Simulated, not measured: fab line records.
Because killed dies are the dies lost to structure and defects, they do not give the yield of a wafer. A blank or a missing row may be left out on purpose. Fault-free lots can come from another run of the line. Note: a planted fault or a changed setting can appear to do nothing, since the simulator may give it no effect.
Split-lot study || flow sfq line || 27 wafers read from 5 lots, route of 325 steps

== ABOUT THE SPLIT ==
At SFQ_TRILAYER_I5_BARC_OPEN_VIA_ETCH_200 (etches BARC in O2, target depth 125 nm, time 41.7 s), the setting time s was moved away from the recipe's 41.7 s on 6 of the 27 wafers read, by -45.1% to -20.0%. The other wafers ran this setting at the recipe's value.

The reading is taken at the split's own step.

== THE READING ==
oes product au, in a.u., at SFQ_TRILAYER_I5_BARC_OPEN_VIA_ETCH_200 (etches BARC in O2, target depth 125 nm, time 41.7 s). A value of 0.685 a.u. with a standard deviation of 0.0049 a.u. is what fault-free wafers of this fab line usually give.

{"wafer": "L074.3", "tool, chamber at the split": "rie diel-03, 0", "time s as run, s": 41.7, "against the recipe": "recipe", "oes product au, a.u.": 0.683, "against lot-mates on the recipe": "-"}
{"wafer": "L074.5", "tool, chamber at the split": "rie diel-03, 0", "time s as run, s": 41.7, "against the recipe": "recipe", "oes product au, a.u.": 0.692, "against lot-mates on the recipe": "-"}
{"wafer": "L074.6", "tool, chamber at the split": "rie diel-03, 1", "time s as run, s": 41.7, "against the recipe": "recipe", "oes product au, a.u.": 0.695, "against lot-mates on the recipe": "-"}
{"wafer": "L076.1", "tool, chamber at the split": "rie diel-03, 2", "time s as run, s": 41.7, "against the recipe": "recipe", "oes product au, a.u.": 0.686, "against lot-mates on the recipe": "-"}
{"wafer": "L076.2", "tool, chamber at the split": "rie diel-03, 1", "time s as run, s": 41.7, "against the recipe": "recipe", "oes product au, a.u.": 0.686, "against lot-mates on the recipe": "-"}
{"wafer": "L076.3", "tool, chamber at the split": "rie diel-03, 0", "time s as run, s": 33.36, "against the recipe": "-20.0%", "oes product au, a.u.": 0.769, "against lot-mates on the recipe": "+0.081"}
{"wafer": "L076.4", "tool, chamber at the split": "rie diel-03, 1", "time s as run, s": 33.36, "against the recipe": "-20.0%", "oes product au, a.u.": 0.765, "against lot-mates on the recipe": "+0.077"}
{"wafer": "L076.5", "tool, chamber at the split": "rie diel-03, 0", "time s as run, s": 41.7, "against the recipe": "recipe", "oes product au, a.u.": 0.691, "against lot-mates on the recipe": "-"}
{"wafer": "L076.6", "tool, chamber at the split": "rie diel-03, 2", "time s as run, s": 33.36, "against the recipe": "-20.0%", "oes product au, a.u.": 0.764, "against lot-mates on the recipe": "+0.076"}
{"wafer": "L077.1", "tool, chamber at the split": "rie diel-02, 3", "time s as run, s": 41.7, "against the recipe": "recipe", "oes product au, a.u.": 0.681, "against lot-mates on the recipe": "-"}
{"wafer": "L077.2", "tool, chamber at the split": "rie diel-02, 2", "time s as run, s": 41.7, "against the recipe": "recipe", "oes product au, a.u.": 0.693, "against lot-mates on the recipe": "-"}
{"wafer": "L077.3", "tool, chamber at the split": "rie diel-02, 0", "time s as run, s": 41.7, "against the recipe": "recipe", "oes product au, a.u.": 0.690, "against lot-mates on the recipe": "-"}
{"wafer": "L077.4", "tool, chamber at the split": "rie diel-02, 1", "time s as run, s": 41.7, "against the recipe": "recipe", "oes product au, a.u.": 0.687, "against lot-mates on the recipe": "-"}
{"wafer": "L077.5", "tool, chamber at the split": "rie diel-02, 0", "time s as run, s": 41.7, "against the recipe": "recipe", "oes product au, a.u.": 0.693, "against lot-mates on the recipe": "-"}
{"wafer": "L077.6", "tool, chamber at the split": "rie diel-02, 3", "time s as run, s": 41.7, "against the recipe": "recipe", "oes product au, a.u.": 0.687, "against lot-mates on the recipe": "-"}
{"wafer": "L081.1", "tool, chamber at the split": "rie diel-03, 0", "time s as run, s": 22.9, "against the recipe": "-45.1%", "oes product au, a.u.": 0.941, "against lot-mates on the recipe": "+0.252"}
{"wafer": "L081.2", "tool, chamber at the split": "rie diel-03, 1", "time s as run, s": 41.7, "against the recipe": "recipe", "oes product au, a.u.": 0.696, "against lot-mates on the recipe": "-"}
{"wafer": "L081.3", "tool, chamber at the split": "rie diel-03, 2", "time s as run, s": 41.7, "against the recipe": "recipe", "oes product au, a.u.": 0.680, "against lot-mates on the recipe": "-"}
{"wafer": "L081.4", "tool, chamber at the split": "rie diel-03, 3", "time s as run, s": 41.7, "against the recipe": "recipe", "oes product au, a.u.": 0.690, "against lot-mates on the recipe": "-"}
{"wafer": "L081.5", "tool, chamber at the split": "rie diel-03, 0", "time s as run, s": 22.9, "against the recipe": "-45.1%", "oes product au, a.u.": 0.946, "against lot-mates on the recipe": "+0.257"}
{"wafer": "L081.6", "tool, chamber at the split": "rie diel-03, 1", "time s as run, s": 22.9, "against the recipe": "-45.1%", "oes product au, a.u.": 0.934, "against lot-mates on the recipe": "+0.245"}
{"wafer": "L084.1", "tool, chamber at the split": "rie diel-01, 1", "time s as run, s": 41.7, "against the recipe": "recipe", "oes product au, a.u.": 0.689, "against lot-mates on the recipe": "-"}
{"wafer": "L084.2", "tool, chamber at the split": "rie diel-01, 3", "time s as run, s": 41.7, "against the recipe": "recipe", "oes product au, a.u.": 0.681, "against lot-mates on the recipe": "-"}
{"wafer": "L084.3", "tool, chamber at the split": "rie diel-01, 2", "time s as run, s": 41.7, "against the recipe": "recipe", "oes product au, a.u.": 0.694, "against lot-mates on the recipe": "-"}
{"wafer": "L084.4", "tool, chamber at the split": "rie diel-01, 0", "time s as run, s": 41.7, "against the recipe": "recipe", "oes product au, a.u.": 0.683, "against lot-mates on the recipe": "-"}
{"wafer": "L084.5", "tool, chamber at the split": "rie diel-01, 2", "time s as run, s": 41.7, "against the recipe": "recipe", "oes product au, a.u.": 0.680, "against lot-mates on the recipe": "-"}
{"wafer": "L084.6", "tool, chamber at the split": "rie diel-01, 3", "time s as run, s": 41.7, "against the recipe": "recipe", "oes product au, a.u.": 0.684, "against lot-mates on the recipe": "-"}

FIT RESULTS
A straight line over all 27 wafers: oes product au changes by -0.00538 a.u. for each +1% of time s; r = -0.99; the points scatter about the line by 0.012 a.u.
The same after taking each lot's own level away (the mean of its wafers on the recipe; 27 wafers): -0.00537 a.u. for each +1%; r = -0.99; scatter 0.011 a.u.
According to that fit, moving time s by its largest amount changes the reading by 0.24 a.u.
From 0.6852 to 0.6900 a.u.: that is the span of the lots' own levels, equal to 1.0 times the standard deviation above.
Hence the lot-to-lot level has little effect on the slope; both slopes agree.
Check: with one of the wafers moved furthest among these (-45.1%) left out of the fit, the line predicts +0.235 a.u. for it against its lot-mates. It came out at +0.252 a.u. against them.
Tool readings at the split's step, against how far the setting was moved: oes product au r = -0.99.

== OTHER SPLITS APPLIED TO THESE WAFERS ==
These wafers also went through other splits before the reading. Each is held against what the fit with the lots' levels taken away leaves over:
{"other split on the same wafers": "SFQ_TRILAYER_I4_VIA_BARC_OPEN_VIA_ETCH_146 time s", "wafers away from the commonest value": 9, "r with oes product au (lot level and that fit taken away)": -0.29}
{"other split on the same wafers": "SFQ_TRILAYER_M5_BARC_OPEN_METAL_ETCH_161 time s", "wafers away from the commonest value": 6, "r with oes product au (lot level and that fit taken away)": -0.22}
{"other split on the same wafers": "SFQ_TRILAYER_A5B_DEP_PECVD_129 time s", "wafers away from the commonest value": 12, "r with oes product au (lot level and that fit taken away)": -0.55}

== THE WHOLE CHAIN: every reading that the file lists as answering this split, in the file's order ==
{"step": "SFQ_TRILAYER_I5_BARC_OPEN_VIA_ETCH_200", "what it does": "etches BARC in O2, target depth 125 nm, time 41.7 s", "reading": "oes product au", "change (the file's fit)": "-0.00531 a.u. for each +1% of the setting", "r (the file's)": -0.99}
{"step": "SFQ_TRILAYER_I5_BARC_OPEN_VIA_ETCH_200", "what it does": "etches BARC in O2, target depth 125 nm, time 41.7 s", "reading": "KrF_of_TRILAYER_I5_LITHO_COAT_144.thk nm (the simulator's own value, which no gauge read)", "change (the file's fit)": "-0.524 nm for each +1% of the setting", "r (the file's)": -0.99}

== FILE'S OWN FIT ==
oes product au changes by -0.00531 a.u. for each +1% of time s, r = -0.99.
